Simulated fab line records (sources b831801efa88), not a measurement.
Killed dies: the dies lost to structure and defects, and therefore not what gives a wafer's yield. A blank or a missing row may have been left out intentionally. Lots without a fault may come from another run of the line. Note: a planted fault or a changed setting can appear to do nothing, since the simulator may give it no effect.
Code-filled problem report in 8D (eight disciplines) form + flow sky130 + the parts of the form that need people (team, actions taken, sign-off) are left out

== 1. THE ISSUE ==
Mean of developerTempC at SKY_METAL3_DEVELOP_12: 21.62 C across 9 wafers in 3 lots; on wafers with no fault it is 21.00 C (standard deviation 0.12). Measured from the usual mean, that is +5.2 standard deviations.
The step: develop time 60 s.
First observed at day 43 07:00: wafer L239.1, on lithoTrack-02. At this step, 42 wafers from 14 lots have a number in the record. Rule for "out" (also "out of limits"): further than 4 standard deviations from the usual mean. The other wafers with a number count as sound.

== 2. WHAT IT IS, WHAT IT ISN'T ==
| question                    | is                     | is not                                                              |
|-----------------------------|------------------------|---------------------------------------------------------------------|
| which readings at this step | developerTempC         | -                                                                   |
| which lots                  | L239, L241, L242       | L223, L225, L226, L227, L228, L229, L230, L231, L232, L233, L243    |
| which wafers of those lots  | all that have a number | -                                                                   |
| read on which tools         | lithoTrack-02          | lithoTrack-01, lithoTrack-04                                        |
| when                        | from day 43 07:00      | up to then (30 sound wafers); but 3 sound wafers of L243 came after |

== 3. SUSPECTS, AND WHAT RULES EACH OUT ==
Counting: a tool at a process step up to the reading stays a suspect if it ran every lot that is out and no sound lot after the first of them.
- lithoTrack-02 at SKY_METAL3_DEVELOP_12 (develop time 60 s): kept. Every lot that is out went through it, starting with L239 (day 43 07:00), and after that it ran no sound lot; the last sound lot it ran before then is L233 (day 41 12:00). Out on those wafers are its own readings of developerTempC.
The count leaves lithoTrack-02 at SKY_METAL3_DEVELOP_12.

== 4. THE CAUSE (what the simulator had put in) ==
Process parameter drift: lithoTrack-02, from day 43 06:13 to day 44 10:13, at SKY_METAL3_DEVELOP_12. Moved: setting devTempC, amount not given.
After counting, this tool was the only one left.

== 5. THE CHAIN OF EFFECTS, in route order ==
Rows list readings where the struck wafers' mean (over those with a number) sits beyond 3 standard deviations from the usual. Scope: only readings with a usual standard deviation given in the record; hours: median across lots of the time from each lot's start at the first step in this table that gives one to its start at this step; sigmas: change in usual standard deviations.
| hours | step                  | reading        | usual   | on struck wafers | change | sigmas |
|-------|-----------------------|----------------|---------|------------------|--------|--------|
| 0     | SKY_METAL3_DEVELOP_12 | developerTempC | 21.00 C | 21.62            | +0.62  | +5.2   |
The process steps in it:
- SKY_METAL3_DEVELOP_12: develop time 60 s.
Later measuring or inspecting steps at which every struck wafer that the step has a row for has a number for every such reading, and none has moved that far: SKY_METAL3_CD_MEAS_13.

== 6. WHAT WOULD HAVE CAUGHT IT SOONER ==
In this record the first reading out of limits was taken at day 43 07:00, 1 hour after the fault began at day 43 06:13.
